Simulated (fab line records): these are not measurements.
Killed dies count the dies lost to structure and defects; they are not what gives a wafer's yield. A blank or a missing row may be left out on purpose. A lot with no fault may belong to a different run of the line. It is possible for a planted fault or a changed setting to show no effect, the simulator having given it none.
Which of the tools did it?    flow gf180mcu    18 wafers from 6 lots sampled at 2 of the route's 602 steps

== WHAT THE GAUGES READ, wafer by wafer ==
GF_MVPSD_TW_MEAS_11.
lot   measured      on             MVPSD_TW
L339  day 5 17:23   film_metro-03  558.9 559.1 557.3
L343  day 6 19:26   film_metro-01  556.0 554.5 553.7
L349  day 8 07:38   film_metro-03  413.3 414.4 411.8
L353  day 9 08:02   film_metro-03  558.7 562.6 559.3
L355  day 9 18:27   film_metro-03  559.1 560.1 561.3
L358  day 10 13:14  film_metro-02  560.1 564.1 562.8

== WHAT TOOL EACH LOT RAN ON (gives the tool, then ch and the chambers of the sampled wafers, and finally the start) ==
lot   GF_MVPSD_IMPLANT_08
L339  implanter-01 ch 0, day 5 17:02
L343  implanter-02 ch 0, day 6 19:04
L349  implanter-01 ch 0, day 8 07:17
L353  implanter-02 ch 0, day 9 07:38
L355  implanter-02 ch 0, day 9 18:05
L358  implanter-04 ch 0, day 10 12:50
- GF_MVPSD_IMPLANT_08

== THE ANSWER, worked out from the rows above alone ==
Rule: usual is defined by the lots themselves. Put in order of their means at a reading, lots are off if they are a third of the lots or fewer, leave a main group of 4 or more, and stand apart from it by a gap of 3 or more times the standard deviation of the main group's means; of several such gaps the widest counts. A main group whose means are all the same, to the digits that the tables above print for the reading, isn't used. A lot without any number at a reading at which 4 lots or more have one is off too. Where the step has rows for the other lots, those lots are counted as sound.
Off: L349, seen at GF_MVPSD_TW_MEAS_11 (MVPSD_TW). Mean 559.2 and standard deviation 2.5 in the main group.
If a tool, at a process step before that reading, ran all the lots that are off and no sound lot after the first of them, it fits. Gauges at GF_MVPSD_TW_MEAS_11: tried the same way as those tools. One candidate fits, namely implanter-01 at GF_MVPSD_IMPLANT_08. A fault onset in the window from L339 (day 5 17:02, its last sound lot) to L349 (day 8 07:17, its first lot off) fits.

== WHAT THE SIMULATOR PUT IN ==
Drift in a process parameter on implanter-01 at GF_MVPSD_IMPLANT_08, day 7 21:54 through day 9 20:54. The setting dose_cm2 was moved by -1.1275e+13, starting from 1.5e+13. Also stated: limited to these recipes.
Struck lots among those shown: L349. Same finding as the rule above.
